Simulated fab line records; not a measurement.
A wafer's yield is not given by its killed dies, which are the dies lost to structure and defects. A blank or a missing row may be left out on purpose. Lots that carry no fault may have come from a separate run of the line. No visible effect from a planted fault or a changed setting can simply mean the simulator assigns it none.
Matching of chambers || flow sky130 || SKY_CAPM_CVD_00 on pecvd-04: 3 sister chambers
The step deposits SiO2, target thk 15.5 nm. 16 wafers are shown with their chamber, then 8 later ones without.

## EACH WAFER AND ITS CHAMBER
{"wafer": "L076.1", "chamber": 1, "heater-power-w (W)": 606}
{"wafer": "L076.2", "chamber": 0, "heater-power-w (W)": 822}
{"wafer": "L076.3", "chamber": 2, "heater-power-w (W)": 666}
{"wafer": "L076.4", "chamber": 0, "heater-power-w (W)": 820}
{"wafer": "L076.5", "chamber": 2, "heater-power-w (W)": 668}
{"wafer": "L076.6", "chamber": 1, "heater-power-w (W)": 611}
{"wafer": "L080.1", "chamber": 1, "heater-power-w (W)": 673}
{"wafer": "L080.5", "chamber": 0, "heater-power-w (W)": 781}
{"wafer": "L080.6", "chamber": 2, "heater-power-w (W)": 586}
{"wafer": "L082.1", "chamber": 2, "heater-power-w (W)": 552}
{"wafer": "L082.3", "chamber": 0, "heater-power-w (W)": 742}
{"wafer": "L082.5", "chamber": 0, "heater-power-w (W)": 767}
{"wafer": "L087.1", "chamber": 0, "heater-power-w (W)": 693}
{"wafer": "L087.2", "chamber": 1, "heater-power-w (W)": 622}
{"wafer": "L087.4", "chamber": 1, "heater-power-w (W)": 635}
{"wafer": "L089.1", "chamber": 0, "heater-power-w (W)": 793}

SIGNATURES, as means of the wafers listed above
{"reading": "heater-power-w", "chamber 0": 774.00, "chamber 1": 629.40, "chamber 2": 618.00, "scatter within a chamber": 44.3}
Rule: distance of a wafer from a chamber = root of the sum over the readings of ((wafer's reading minus chamber's mean) / reading's scatter) squared. The wafer belongs to the nearest chamber; if the next one is less than 2 further off, it can't be placed. The scatter: the root of (the sum of the squares of (reading less its chamber's mean) over the shown wafers, divided by (wafers less chambers)).

## WAFERS WITH NO CHAMBER GIVEN
{"wafer": "L089.2", "heater-power-w (W)": 655}
{"wafer": "L089.3", "heater-power-w (W)": 662}
{"wafer": "L089.4", "heater-power-w (W)": 813}
{"wafer": "L089.5", "heater-power-w (W)": 679}
{"wafer": "L089.6", "heater-power-w (W)": 670}
{"wafer": "L092.1", "heater-power-w (W)": 636}
{"wafer": "L092.2", "heater-power-w (W)": 577}
{"wafer": "L092.3", "heater-power-w (W)": 697}

## THE CHAMBER EACH PASSED THROUGH
{"wafer": "L089.2", "from the rows above": "can't be placed: 1 or 2", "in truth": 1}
{"wafer": "L089.3", "from the rows above": "can't be placed: 1 or 2 or 0", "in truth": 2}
{"wafer": "L089.4", "from the rows above": 0, "in truth": 0}
{"wafer": "L089.5", "from the rows above": "can't be placed: 1 or 2 or 0", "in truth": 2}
{"wafer": "L089.6", "from the rows above": "can't be placed: 1 or 2 or 0", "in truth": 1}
{"wafer": "L092.1", "from the rows above": "can't be placed: 1 or 2", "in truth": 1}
{"wafer": "L092.2", "from the rows above": "can't be placed: 2 or 1", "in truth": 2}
{"wafer": "L092.3", "from the rows above": "can't be placed: 1 or 0 or 2", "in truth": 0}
Placed correctly: 1 of 8. Can't be placed from these rows: 7 (the true chamber is among the candidates in 7). Number placed wrongly: 0.
